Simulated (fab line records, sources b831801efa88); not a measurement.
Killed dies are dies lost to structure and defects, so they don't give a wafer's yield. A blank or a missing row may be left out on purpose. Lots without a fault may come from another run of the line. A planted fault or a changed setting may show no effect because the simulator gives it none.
Which tool did it? | flow sky130 | 12 lots, 36 wafers sampled, at 2 steps of a route of 708

WHAT THE GAUGES READ, wafer by wafer
SKY_VT_ADJUST_LVTN_TW_MEAS_10. Usual: VT_ADJUST_LVTN_TW 240.9, standard deviation 1.
lot  | measured     | on            | VT_ADJUST_LVTN_TW | flag
L564 | day 6 21:04  | film_metro-02 | 242.6 242.6 243.4 |
L567 | day 7 20:22  | film_metro-04 | 241.9 240.8 242.7 |
L568 | day 8 00:19  | film_metro-04 | 240.3 240.9 240.5 |
L570 | day 8 13:16  | film_metro-04 | 242.1 240.9 242.6 |
L572 | day 8 23:33  | film_metro-02 | 243.5 241.6 242.6 |
L574 | day 9 15:49  | film_metro-01 | 240.6 241.8 240.3 |
L578 | day 10 20:03 | film_metro-04 | 241.0 240.1 240.0 |
L579 | day 10 22:49 | film_metro-02 | 240.0 238.1 240.5 |
L581 | day 11 14:13 | film_metro-01 | 241.2 240.6 240.7 |
L584 | day 12 12:43 | film_metro-01 | 240.8 239.6 240.9 |
L586 | day 13 01:10 | film_metro-01 | 240.7 240.1 241.3 |
L587 | day 13 08:20 | film_metro-04 | 241.8 241.6 241.9 |

WHICH TOOL RAN EACH LOT (tool, then ch and the chambers of the sampled wafers, then the start)
lot  | SKY_NWELL_STRIP_14
L564 | plasma_asher-04 ch 0,1, day 4 13:56
L567 | plasma_asher-03 ch 0,1, day 5 09:53
L568 | plasma_asher-04 ch 0,1, day 5 13:41
L570 | plasma_asher-04 ch 0,1, day 6 00:51
L572 | plasma_asher-04 ch 0,1, day 6 10:17
L574 | plasma_asher-04 ch 0,1, day 7 00:12
L578 | plasma_asher-01 ch 0,1, day 8 01:03
L579 | plasma_asher-01 ch 0, day 8 04:03
L581 | plasma_asher-03 ch 0,1, day 8 18:06
L584 | plasma_asher-04 ch 0,1, day 9 12:42
L586 | plasma_asher-04 ch 0,1, day 9 23:48
L587 | plasma_asher-03 ch 0,1, day 10 07:33
- SKY_NWELL_STRIP_14: strips in O2/N2.

WHAT THE TOOLS THEMSELVES READ (means of the sampled wafers that have a number; where no wafer has one, the mark that the record gives instead)
SKY_NWELL_STRIP_14. Usual: chamber_pressure_mTorr 1500.0 mTorr, standard deviation 1.3; drypump_motor_current_A 5.70 A, standard deviation 0.28; oes_product_au 0.722 a.u., standard deviation 0.0048; strip_time_to_endpoint_s 36.92 s, standard deviation 0.1.
lot  | tool            | chamber_pressure_mTorr (mTorr) | drypump_motor_current_A (A) | oes_product_au (a.u.) | strip_time_to_endpoint_s (s) | flag
L564 | plasma_asher-04 | 1500.6                         | 5.55                        | 0.724                 | 36.94                        |
L567 | plasma_asher-03 | 1500.2                         | 5.96                        | 0.721                 | 36.91                        |
L568 | plasma_asher-04 | 1500.0                         | 5.43                        | 0.720                 | 36.73                        |
L570 | plasma_asher-04 | 1499.7                         | 5.53                        | 0.722                 | 36.94                        |
L572 | plasma_asher-04 | 1600.9                         | 5.61                        | 0.728                 | 36.61                        | OFF
L574 | plasma_asher-04 | 1598.6                         | 5.55                        | 0.730                 | 36.36                        | OFF
L578 | plasma_asher-01 | 1499.0                         | 5.71                        | 0.721                 | 36.98                        |
L579 | plasma_asher-01 | 1499.1                         | 5.55                        | 0.723                 | 37.02                        |
L581 | plasma_asher-03 | 1499.6                         | 5.95                        | 0.718                 | 36.96                        |
L584 | plasma_asher-04 | 1499.8                         | 5.57                        | 0.718                 | 36.68                        |
L586 | plasma_asher-04 | 1500.0                         | 5.58                        | 0.724                 | 36.99                        |
L587 | plasma_asher-03 | 1500.5                         | 5.92                        | 0.720                 | 36.94                        |

THE ANSWER, worked out from the rows above alone
Rule: a lot is off if the mean of its wafers that have a number lies more than 3 standard deviations from the usual mean. A lot without any number at a reading at which 4 lots or more have one is off too. The other lots that the step has rows for count as sound. The gauges are gone through in route order, then the tools' own readings, and for those a lot's mean is taken as printed above. The first step at which some lot is off is used, and at that step the reading that is off furthest; a lot without a number counts as furthest.
Off: L572, L574, at SKY_NWELL_STRIP_14 (chamber_pressure_mTorr).
A tool fits if, at that step or a process step before it, it ran every lot that is off, and no sound lot after the first of them. None of those tried fits.

WHAT THE SIMULATOR HAD PUT IN
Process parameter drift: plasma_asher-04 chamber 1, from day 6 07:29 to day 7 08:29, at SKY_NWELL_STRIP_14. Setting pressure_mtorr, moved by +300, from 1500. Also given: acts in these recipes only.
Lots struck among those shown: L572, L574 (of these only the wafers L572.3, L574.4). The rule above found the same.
